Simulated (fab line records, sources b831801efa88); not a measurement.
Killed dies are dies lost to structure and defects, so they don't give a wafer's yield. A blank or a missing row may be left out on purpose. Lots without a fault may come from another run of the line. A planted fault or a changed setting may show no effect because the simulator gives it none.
fab line records | flow gf180mcu
record lots=24 wafers=72 last_day=34
route steps=602 shown HV_LDD@222 CONTACT@305 M3@413 V3@450 V4@490 MIM@503
lots that met no fault: from a run of the same line without faults
start_h: hours from the record's first day to the start of the lot's first wafer shown | wait_h: hours since the lot's step before | " the same as in the row above | L1.1+2: a row that stands for several wafers | - no value, or no start given | * or withheld: withheld | < > ~ a bound
route shown NAME@n: a module of which the file shows steps, and the number in the route of the first | usual: mean/standard deviation of fault-free wafers | same: alike in all rows | chamber/n: place in a boat | sites: the reading at each site | _std_site: their standard deviation | _edge_site: outer sites' mean less inner sites' | radius_mm: how far each site lies from the wafer's centre | mask NAME#n: copy n | behind: the tool/chamber that last shaped the wafer | hold: why the lot was held/for how many hours/how that ended | device: the transistor (n, p or np) that didn't switch | end of line: the same wafers' tests at the end of the route | a step without rows: its recipe alone | killed: dies lost to structure and defects at the first sort, not the wafer's yield | map: a wafer's dies, x killed, . not, _ none there
set.NAME: the setting as run; set.NAME@STEP: as run at that earlier step | model.NAME: the simulator's own value behind a step, which no gauge read
steps of the route over a sample of lots; a table a step, a row a wafer
services: from which hour (start_h, from the record's first day; less than 0 if before it) a tool's chamber was out of use, for how many hours, and why
## steps
# step GF_HV_LDD_CD_MEAS_46
# recipe target_cd_nm=400
# usual cd_nm=400.1/2.4
# columns lot.wafer tool chamber start_h wait_h cd_nm
L074.2 cd_sem-01 - 273.03 0.1 401.2
L074.5 " - " " 399.9
L074.6 " - " " 398.3
L075.3 cd_sem-02 - 291.41 0.1 399.5
L075.4 " - " " 400.8
L075.6 " - " " 402.3
L076.1 cd_sem-01 - 294.56 0.1 400.2
L076.3 " - " " 399.0
L076.6 " - " " 398.3
L077.1 cd_sem-01 - 298.50 0.1 400.7
L077.2 " - " " 399.1
L077.3 " - " " 401.8
L078.1 cd_sem-02 - 312.81 0.1 402.8
L078.2 " - " " 403.1
L078.3 " - " " 401.0
L079.1 cd_sem-01 - 323.55 0.1 400.3
L079.2 " - " " 400.6
L079.3 " - " " 400.0
L081.2 cd_sem-01 - 332.23 0.1 402.2
L081.3 " - " " 401.8
L081.4 " - " " 401.3
L080.3 cd_sem-02 - 332.91 0.1 393.9
L080.4 " - " " 394.7
L080.6 " - " " 396.6
L082.1 cd_sem-01 - 340.41 0.1 401.9
L082.3 " - " " 401.2
L082.4 " - " " 401.1
L083.2 cd_sem-02 - 350.27 0.1 396.4
L083.3 " - " " 396.4
L083.5 " - " " 396.6
L084.1 cd_sem-01 - 353.92 0.1 398.8
L084.2 " - " " 399.4
L084.3 " - " " 398.7
L085.3 cd_sem-02 - 362.30 0.1 403.0
L085.4 " - " " 402.7
L085.6 " - " " 403.8
L086.1 cd_sem-01 - 367.50 0.1 399.2
L086.4 " - " " 398.7
L086.5 " - " " 397.7
L087.3 cd_sem-01 - 374.83 0.2 403.1
L087.4 " - " " 400.9
L087.6 " - " " 399.9
L088.3 cd_sem-01 - 387.61 0.1 400.4
L088.5 " - " " 399.8
L088.6 " - " " 399.8
L089.1 cd_sem-02 - 392.70 0.1 396.3
L089.2 " - " " 396.3
L089.4 " - " " 396.2
L090.1 cd_sem-02 - 401.97 0.1 398.9
L090.3 " - " " 401.9
L090.4 " - " " 400.1
L091.1 cd_sem-01 - 411.55 0.1 403.2
L091.3 " - " " 402.3
L091.6 " - " " 403.7
L092.3 cd_sem-01 - 414.71 0.1 402.9
L092.5 " - " " 402.5
L092.6 " - " " 400.9
L093.1 cd_sem-02 - 422.90 0.1 397.1
L093.5 " - " " 397.7
L093.6 " - " " 399.6
L094.1 cd_sem-01 - 432.80 0.1 400.7
L094.3 " - " " 401.8
L094.4 " - " " 401.5
L095.1 cd_sem-01 - 442.32 0.1 401.3
L095.3 " - " " 402.7
L095.5 " - " " 401.8
L096.1 cd_sem-02 - 446.70 0.1 398.4
L096.2 " - " " 398.1
L096.4 " - " " 399.5
L097.3 cd_sem-01 - 453.21 0.1 402.6
L097.5 " - " " 400.5
L097.6 " - " " 399.3
# step GF_CONTACT_STRIP_18
# recipe chemistry=O2/N2 power_w=1400 pressure_mtorr=1500 platen_temp_c=250 o2_flow_sccm=3000 n2_flow_sccm=300 overash_fraction=0.5
# usual drypump_motor_current_A=5.7/0.39 heater_power_w=326/39 oes_product_au=0.579/0.0048
# same overash_fraction=0.5
# columns lot.wafer tool chamber start_h wait_h drypump_motor_current_A heater_power_w oes_product_au rf_hours_counter_h
L074.2 plasma_asher-04 1 364.52 - 5.9 351 0.574 26
L074.5 " 0 " " 6.0 340 0.574 -
L074.6 " 1 " " 5.9 346 0.577 -
L075.3 plasma_asher-04 1 385.41 - 5.9 360 0.577 -
L075.4 " 0 " " 6.0 339 0.576 -
L075.6 " 0 " " 6.0 339 0.577 -
L076.1 plasma_asher-04 0 387.22 - 6.0 348 0.581 29
L076.3 " 1 " " 5.9 355 0.583 -
L076.6 " 0 " " 6.0 346 0.583 -
L077.1 plasma_asher-01 0 391.07 - 5.2 365 0.583 60
L077.2 " 1 " " 5.4 377 0.589 60
L077.3 " 1 " " 5.4 389 0.590 -
L078.1 plasma_asher-03 0 406.42 - 6.2 266 0.582 75
L078.2 " 1 " " 5.3 285 0.574 75
L078.3 " 1 " " 5.2 286 0.571 -
L079.1 plasma_asher-03 1 418.29 - 5.3 286 0.583 76
L079.2 " 0 " " 6.2 266 0.585 76
L079.3 " 1 " " 5.2 284 0.583 -
L081.2 plasma_asher-04 0 429.94 - 6.0 339 0.583 34
L081.3 " 0 " " 6.0 334 0.576 -
L081.4 " 1 " " 5.9 343 0.588 -
L080.3 plasma_asher-03 0 430.30 - 6.2 264 0.578 -
L080.4 " 1 " " 5.2 311 0.581 -
L080.6 " 0 " " 6.2 261 0.578 -
L082.1 plasma_asher-03 0 438.17 - 6.2 264 0.580 1
L082.3 " 1 " " 5.3 305 0.576 -
L082.4 " 0 " " 6.2 266 0.575 -
L083.2 plasma_asher-03 0 448.27 - 6.2 265 0.572 2
L083.3 " 0 " " 6.2 263 0.576 -
L083.5 " 0 " " 6.2 269 0.577 -
L084.1 plasma_asher-04 1 454.49 - 5.9 351 0.583 36
L084.2 " 0 " " 5.9 340 0.579 36
L084.3 " 1 " " 5.9 347 0.578 -
L085.3 plasma_asher-03 0 461.32 - 6.2 263 0.573 -
L085.4 " 1 " " 5.3 306 0.580 -
L085.6 " 1 " " 5.3 305 0.584 -
L086.1 plasma_asher-03 1 468.12 - 5.2 308 0.582 4
L086.4 " 0 " " 6.2 263 0.579 -
L086.5 " 0 " " 6.2 270 0.584 -
L087.3 plasma_asher-04 0 477.66 - 6.0 350 0.574 -
L087.4 " 1 " " 5.9 348 0.573 -
L087.6 " 0 " " 6.0 337 0.572 -
L088.3 plasma_asher-03 1 490.46 - 5.3 312 0.583 -
L088.5 " 0 " " 6.2 272 0.585 -
L088.6 " 1 " " 5.2 313 0.578 -
L089.1 plasma_asher-01 0 494.14 - 5.3 367 0.572 70
L089.2 " 1 " " 5.4 378 0.582 70
L089.4 " 0 " " 5.3 374 0.578 -
L090.1 plasma_asher-04 0 503.84 - 5.9 333 0.577 41
L090.3 " 1 " " 5.9 342 0.581 -
L090.4 " 0 " " 6.0 336 0.584 -
L091.1 plasma_asher-04 0 513.82 - 5.9 341 0.580 42
L091.3 " 0 " " 5.9 337 0.590 -
L091.6 " 1 " " 5.9 350 0.581 -
L092.3 plasma_asher-01 1 516.81 - 5.4 379 0.578 -
L092.5 " 1 " " 5.4 380 0.584 -
L092.6 " 0 " " 5.2 364 0.583 -
L093.1 plasma_asher-01 1 523.07 - 5.4 380 0.579 73
L093.5 " 1 " " 5.3 384 0.583 -
L093.6 " 0 " " 5.2 374 0.574 -
L094.1 plasma_asher-03 1 533.24 - 5.3 307 0.573 11
L094.3 " 1 " " 5.3 314 0.584 -
L094.4 " 0 " " 6.2 261 0.587 -
L095.1 plasma_asher-03 1 543.79 - 5.3 306 0.577 12
L095.3 " 1 " " 5.2 311 0.578 -
L095.5 " 0 " " 6.2 270 0.577 -
L096.1 plasma_asher-04 1 547.09 - 5.9 345 0.574 46
L096.2 " 0 " " 6.0 342 0.586 46
L096.4 " 0 " " 5.9 333 0.579 -
L097.3 plasma_asher-01 0 550.96 - 5.2 358 0.572 -
L097.5 " 0 " " 5.3 362 0.582 -
L097.6 " 1 " " 5.4 379 0.585 -
# step GF_M3_SPUTTER_04
# recipe material=TiN target_thk_nm=50 power_w=6500 time_s=41.7 chamber_pressure_pa=0.4
# usual cathode_dc_power_W=6500.0/1.1 throttle_valve_pct=29.9/0.85
# columns lot.wafer tool chamber start_h wait_h cathode_dc_power_W throttle_valve_pct
L074.2 pvd_sputter-01 - 466.96 0.0 6499.3 29.3
L074.5 " - " " 6501.4 29.3
L074.6 " - " " 6500.6 30.2
L075.3 pvd_sputter-02 - 488.02 0.0 6499.7 29.3
L075.4 " - " " 6499.4 29.3
L075.6 " - " " 6500.0 29.2
L076.1 pvd_sputter-01 - 489.15 0.0 6500.4 29.2
L076.3 " - " " 6499.3 29.6
L076.6 " - " " 6501.4 29.3
L077.1 pvd_sputter-02 - 494.21 0.0 6499.8 29.8
L077.2 " - " " 6501.5 29.3
L077.3 " - " " 6498.5 29.3
L078.1 pvd_sputter-01 - 510.17 0.0 6501.3 29.4
L078.2 " - " " 6499.6 30.0
L078.3 " - " " 6498.8 29.6
L079.1 pvd_sputter-03 - 521.22 0.0 6500.5 29.0
L079.2 " - " " 6500.1 30.8
L079.3 " - " " 6500.3 29.2
L081.2 pvd_sputter-01 - 532.15 0.0 6501.0 29.8
L081.3 " - " " 6497.9 30.0
L081.4 " - " " 6499.5 29.5
L080.3 pvd_sputter-02 - 533.16 0.0 6499.5 29.4
L080.4 " - " " 6500.3 30.1
L080.6 " - " " 6498.8 29.9
L082.1 pvd_sputter-02 - 541.01 0.0 6501.9 28.7
L082.3 " - " " 6500.7 30.4
L082.4 " - " " 6500.4 29.1
L083.2 pvd_sputter-01 - 548.81 0.0 6499.1 29.3
L083.3 " - " " 6499.5 30.0
L083.5 " - " " 6499.7 30.3
L084.1 pvd_sputter-02 - 555.19 0.0 6500.1 30.2
L084.2 " - " " 6498.4 29.3
L084.3 " - " " 6500.4 29.8
L085.3 pvd_sputter-02 - 560.45 0.0 6500.8 29.1
L085.4 " - " " 6500.6 29.9
L085.6 " - " " 6499.9 30.3
L086.1 pvd_sputter-03 - 568.32 0.0 6500.5 28.6
L086.4 " - " " 6500.2 29.3
L086.5 " - " " 6499.3 29.3
L087.3 pvd_sputter-01 - 574.37 0.0 6499.7 30.0
L087.4 " - " " 6500.8 32.2
L087.6 " - " " 6498.9 30.0
L088.3 pvd_sputter-02 - 586.30 0.0 6498.8 29.2
L088.5 " - " " 6502.5 29.2
L088.6 " - " " 6500.5 29.8
L089.1 pvd_sputter-01 - 590.31 0.0 6499.1 29.6
L089.2 " - " " 6501.2 29.9
L089.4 " - " " 6498.4 32.2
L090.1 pvd_sputter-01 - 599.56 0.0 6500.3 29.7
L090.3 " - " " 6501.2 30.2
L090.4 " - " " 6499.9 32.0
L091.1 pvd_sputter-02 - 608.19 0.0 6499.5 29.2
L091.3 " - " " 6498.7 29.2
L091.6 " - " " 6500.2 30.2
L092.3 pvd_sputter-03 - 611.32 0.0 6501.1 29.0
L092.5 " - " " 6499.6 29.5
L092.6 " - " " 6499.7 28.9
L093.1 pvd_sputter-01 - 616.27 0.0 6497.7 29.9
L093.5 " - " " 6499.0 29.9
L093.6 " - " " 6497.9 32.1
L094.1 pvd_sputter-01 - 625.41 0.0 6498.0 29.8
L094.3 " - " " 6502.0 29.4
L094.4 " - " " 6500.0 32.0
L095.1 pvd_sputter-02 - 635.19 0.0 6501.1 30.2
L095.3 " - " " 6500.6 30.0
L095.5 " - " " 6501.9 29.0
L096.1 pvd_sputter-03 - 637.91 0.0 6497.9 28.8
L096.2 " - " " 6499.4 28.9
L096.4 " - " " 6499.0 29.3
L097.3 pvd_sputter-02 - 642.46 0.0 6501.0 29.9
L097.5 " - " " 6499.2 29.3
L097.6 " - " " 6500.1 30.0
# step GF_V3_SPUTTER_21
# recipe material=Ti target_thk_nm=15 chamber_pressure_pa=5 power_w=2500 substrate_temp_c=200 time_s=80.02
# usual cathode_dc_power_W=2500.0/0.46 throttle_valve_pct=30.2/1
# columns lot.wafer tool chamber start_h wait_h cathode_dc_power_W throttle_valve_pct
L074.2 pvd_sputter-01 - 516.68 0.0 2500.2 29.3
L074.5 " - " " 2500.1 29.4
L074.6 " - " " 2499.9 30.0
L075.3 pvd_sputter-04 - 536.34 0.0 2500.4 31.9
L075.4 " - " " 2499.7 29.9
L075.6 " - " " 2499.4 31.8
L076.1 pvd_sputter-02 - 538.87 0.0 2500.0 29.0
L076.3 " - " " 2499.5 29.7
L076.6 " - " " 2500.3 29.3
L077.1 pvd_sputter-01 - 542.68 0.0 2499.9 29.6
L077.2 " - " " 2499.8 32.0
L077.3 " - " " 2499.3 29.5
L078.1 pvd_sputter-01 - 559.28 0.0 2499.0 30.0
L078.2 " - " " 2498.9 32.0
L078.3 " - " " 2499.8 29.9
L079.1 pvd_sputter-04 - 568.58 0.0 2499.9 31.9
L079.2 " - " " 2500.5 29.0
L079.3 " - " " 2500.5 31.3
L081.2 pvd_sputter-01 - 577.42 0.0 2499.6 30.0
L081.3 " - " " 2500.2 29.8
L081.4 " - " " 2499.8 32.1
L080.3 pvd_sputter-02 - 579.17 0.0 2501.0 29.2
L080.4 " - " " 2499.7 30.2
L080.6 " - " " 2500.0 30.4
L082.1 pvd_sputter-04 - 586.24 0.0 2500.1 31.9
L082.3 " - " " 2499.6 30.2
L082.4 " - " " 2499.6 29.2
L083.2 pvd_sputter-04 - 593.94 0.0 2499.8 31.1
L083.3 " - " " 2500.2 29.7
L083.5 " - " " 2499.0 29.2
L084.1 pvd_sputter-04 - 599.39 0.0 2500.6 29.8
L084.2 " - " " 2499.1 31.4
L084.3 " - " " 2500.5 32.1
L085.3 pvd_sputter-04 - 604.78 0.0 2500.1 29.0
L085.4 " - " " 2500.7 31.1
L085.6 " - " " 2498.9 32.0
L086.1 pvd_sputter-01 - 613.27 0.0 2501.0 31.8
L086.4 " - " " 2499.9 29.6
L086.5 " - " " 2499.9 29.5
L087.3 pvd_sputter-04 - 618.18 0.0 2499.9 29.3
L087.4 " - " " 2499.9 29.9
L087.6 " - " " 2499.9 31.0
L088.3 pvd_sputter-02 - 630.29 0.0 2500.2 29.1
L088.5 " - " " 2499.7 29.4
L088.6 " - " " 2499.8 30.3
L089.1 pvd_sputter-04 - 633.62 0.0 2499.8 29.5
L089.2 " - " " 2500.2 29.1
L089.4 " - " " 2498.9 31.8
L090.1 pvd_sputter-04 - 642.88 0.0 2499.7 31.3
L090.3 " - " " 2500.9 32.0
L090.4 " - " " 2499.9 29.0
L091.1 pvd_sputter-01 - 651.58 0.0 2500.3 29.3
L091.3 " - " " 2500.2 30.0
L091.6 " - " " 2500.3 29.4
L092.3 pvd_sputter-02 - 653.82 0.0 2500.0 30.5
L092.5 " - " " 2499.4 30.6
L092.6 " - " " 2500.2 29.4
L093.1 pvd_sputter-01 - 658.96 0.0 2500.1 29.8
L093.5 " - " " 2499.9 29.8
L093.6 " - " " 2499.2 29.4
L094.1 pvd_sputter-01 - 667.93 0.0 2499.7 32.1
L094.3 " - " " 2499.6 30.5
L094.4 " - " " 2500.6 29.4
L095.1 pvd_sputter-02 - 676.43 0.0 2500.4 29.3
L095.3 " - " " 2499.8 29.1
L095.5 " - " " 2500.3 29.0
L096.1 pvd_sputter-04 - 678.68 0.0 2500.5 29.9
L096.2 " - " " 2499.0 31.9
L096.4 " - " " 2500.5 29.0
L097.3 pvd_sputter-02 - 683.70 0.0 2500.6 29.1
L097.5 " - " " 2500.8 30.2
L097.6 " - " " 2500.6 29.2
# step GF_V4_CD_MEAS_14
# recipe target_cd_nm=260
# usual cd_nm=259.9/1.2
# columns lot.wafer tool chamber start_h wait_h cd_nm
L074.2 cd_sem-02 - 563.37 0.1 259.0
L074.5 " - " " 258.8
L074.6 " - " " 259.7
L075.3 cd_sem-02 - 582.29 0.1 261.2
L075.4 " - " " 263.3
L075.6 " - " " 261.8
L076.1 cd_sem-01 - 584.17 0.1 260.3
L076.3 " - " " 258.6
L076.6 " - " " 261.3
L077.1 cd_sem-01 - 587.45 0.1 260.6
L077.2 " - " " 261.7
L077.3 " - " " 262.6
L078.1 cd_sem-02 - 603.72 0.1 257.9
L078.2 " - " " 259.6
L078.3 " - " " 259.2
L079.1 cd_sem-01 - 612.90 0.1 258.9
L079.2 " - " " 259.5
L079.3 " - " " 259.6
L081.2 cd_sem-02 - 621.69 0.1 261.1
L081.3 " - " " 261.4
L081.4 " - " " 261.0
L080.3 cd_sem-01 - 622.81 0.1 259.8
L080.4 " - " " 259.4
L080.6 " - " " 260.4
L082.1 cd_sem-02 - 630.09 0.2 260.5
L082.3 " - " " 261.0
L082.4 " - " " 261.3
L083.2 cd_sem-01 - 636.94 0.1 260.3
L083.3 " - " " 259.7
L083.5 " - " " 260.4
L084.1 cd_sem-02 - 642.82 0.2 260.4
L084.2 " - " " 260.3
L084.3 " - " " 259.6
L085.3 cd_sem-02 - 647.06 0.1 259.1
L085.4 " - " " 259.2
L085.6 " - " " 259.6
L086.1 cd_sem-01 - 656.05 0.1 261.1
L086.4 " - " " 261.2
L086.5 " - " " 260.4
L087.3 cd_sem-01 - 660.21 0.1 258.1
L087.4 " - " " 257.3
L087.6 " - " " 256.8
L088.3 cd_sem-01 - 671.81 0.1 260.6
L088.5 " - " " 261.6
L088.6 " - " " 259.0
L089.1 cd_sem-01 - 674.97 0.1 260.0
L089.2 " - " " 260.1
L089.4 " - " " 260.7
L090.1 cd_sem-02 - 685.15 0.1 258.1
L090.3 " - " " 259.7
L090.4 " - " " 258.3
L091.1 cd_sem-02 - 693.05 0.1 259.7
L091.3 " - " " 260.5
L091.6 " - " " 260.5
L092.3 cd_sem-01 - 694.61 0.1 259.4
L092.5 " - " " 259.4
L092.6 " - " " 259.4
L093.1 cd_sem-01 - 700.00 0.1 259.7
L093.5 " - " " 259.0
L093.6 " - " " 259.1
L094.1 cd_sem-02 - 708.90 0.1 259.7
L094.3 " - " " 259.4
L094.4 " - " " 259.0
L095.1 cd_sem-01 - 714.75 0.1 261.9
L095.3 " - " " 261.5
L095.5 " - " " 261.9
L096.1 cd_sem-01 - 718.54 0.2 258.7
L096.2 " - " " 260.8
L096.4 " - " " 258.2
L097.3 cd_sem-01 - 722.79 0.1 258.4
L097.5 " - " " 259.5
L097.6 " - " " 258.7
# step GF_MIM_SPUTTER_00
# recipe material=Ti target_thk_nm=37.5 arriving_ion_energy_ev=80 substrate_temp_c=200 chamber_pressure_pa=2 power_w=4000 time_s=150
# usual cathode_dc_power_W=4000.0/0.74 throttle_valve_pct=29.9/0.9
# columns lot.wafer tool chamber start_h wait_h cathode_dc_power_W throttle_valve_pct
L074.2 pvd_sputter-01 - 564.86 0.1 3999.9 29.8
L074.5 " - " " 3999.6 32.2
L074.6 " - " " 3999.8 29.8
L075.3 pvd_sputter-01 - 583.76 0.2 3999.3 29.4
L075.4 " - " " 4000.9 30.0
L075.6 " - " " 3999.2 31.8
L076.1 pvd_sputter-01 - 585.68 0.1 3998.5 32.0
L076.3 " - " " 4001.5 29.5
L076.6 " - " " 3999.8 32.4
L077.1 pvd_sputter-01 - 589.15 0.1 4000.2 30.0
L077.2 " - " " 4000.6 32.0
L077.3 " - " " 3999.6 30.0
L078.1 pvd_sputter-03 - 605.24 0.1 4000.5 30.9
L078.2 " - " " 4001.2 29.4
L078.3 " - " " 3999.5 28.9
L079.1 pvd_sputter-02 - 614.45 0.2 3999.6 30.3
L079.2 " - " " 3998.9 29.4
L079.3 " - " " 4000.5 29.9
L081.2 pvd_sputter-01 - 623.18 0.2 4001.5 29.5
L081.3 " - " " 4000.0 32.3
L081.4 " - " " 3999.7 30.0
L080.3 pvd_sputter-01 - 624.28 0.2 4000.0 29.1
L080.4 " - " " 3999.6 31.8
L080.6 " - " " 3999.6 29.2
L082.1 pvd_sputter-02 - 631.60 0.1 3998.9 29.4
L082.3 " - " " 4000.1 29.3
L082.4 " - " " 3999.8 29.9
L083.2 pvd_sputter-02 - 638.43 0.1 4000.0 29.9
L083.3 " - " " 3999.3 29.5
L083.5 " - " " 4000.7 29.9
L084.1 pvd_sputter-02 - 644.36 0.2 4000.2 29.9
L084.2 " - " " 3999.8 30.2
L084.3 " - " " 3999.9 29.5
L085.3 pvd_sputter-02 - 648.53 0.2 3999.5 29.9
L085.4 " - " " 3999.0 29.3
L085.6 " - " " 3999.6 30.3
L086.1 pvd_sputter-01 - 657.75 0.1 4001.2 32.4
L086.4 " - " " 3999.6 29.5
L086.5 " - " " 4000.4 32.2
L087.3 pvd_sputter-02 - 661.71 0.1 3998.9 29.2
L087.4 " - " " 4000.9 29.9
L087.6 " - " " 3999.1 30.3
L088.3 pvd_sputter-02 - 673.28 0.2 3998.7 30.4
L088.5 " - " " 4000.2 29.0
L088.6 " - " " 4000.1 30.4
L089.1 pvd_sputter-03 - 676.82 0.2 3999.6 29.1
L089.2 " - " " 4000.9 29.2
L089.4 " - " " 3999.3 31.0
L090.1 pvd_sputter-02 - 686.78 0.2 3999.8 30.1
L090.3 " - " " 4000.5 29.0
L090.4 " - " " 3998.7 30.7
L091.1 pvd_sputter-02 - 695.56 0.2 4001.3 30.4
L091.3 " - " " 4000.3 29.2
L091.6 " - " " 3999.4 29.2
L092.3 pvd_sputter-02 - 696.26 0.1 4001.1 29.8
L092.5 " - " " 3997.9 29.3
L092.6 " - " " 4000.7 30.0
L093.1 pvd_sputter-03 - 701.76 0.1 4000.1 29.3
L093.5 " - " " 4000.7 29.3
L093.6 " - " " 3999.5 28.9
L094.1 pvd_sputter-01 - 710.49 0.2 3999.6 29.2
L094.3 " - " " 3999.6 32.1
L094.4 " - " " 4000.9 29.8
L095.1 pvd_sputter-03 - 716.26 0.1 4000.4 30.8
L095.3 " - " " 4000.7 28.8
L095.5 " - " " 4000.3 28.8
L096.1 pvd_sputter-01 - 720.09 0.1 4001.0 29.3
L096.2 " - " " 4000.3 32.1
L096.4 " - " " 3999.9 29.7
L097.3 pvd_sputter-03 - 724.29 0.2 3999.4 29.2
L097.5 " - " " 4000.2 29.4
L097.6 " - " " 4000.2 28.9
## services
# columns tool chamber start_h hours kind
pvd_sputter-02 - 361.74 3.8 repair
pvd_sputter-02 - 413.75 5.2 repair
plasma_asher-03 - 421.25 9.0 pm
plasma_asher-04 - 434.84 2.8 pm
plasma_asher-01 - 455.79 3.6 repair
pvd_sputter-03 - 506.28 1.1 repair
pvd_sputter-02 - 511.00 6.4 repair
pvd_sputter-01 1 522.66 - consumable_replace:kit
pvd_sputter-01 1 522.66 18.0 scheduled_down
pvd_sputter-01 1 522.66 18.0 vent_cycle
plasma_asher-03 - 548.27 8.0 pm
pvd_sputter-01 - 551.52 5.4 repair
plasma_asher-03 - 582.19 2.8 pm
pvd_sputter-03 - 591.05 4.6 repair
pvd_sputter-01 - 608.64 2.7 repair
plasma_asher-03 - 611.28 8.4 repair
pvd_sputter-01 0 634.86 - consumable_replace:kit
pvd_sputter-01 0 634.86 18.0 scheduled_down
pvd_sputter-01 0 634.86 18.0 vent_cycle
pvd_sputter-01 - 640.34 3.0 repair
pvd_sputter-02 2 645.43 - consumable_replace:kit
pvd_sputter-02 2 645.43 18.0 scheduled_down
pvd_sputter-01 - 694.39 3.5 repair
pvd_sputter-03 - 703.23 7.4 repair
## key
fault none
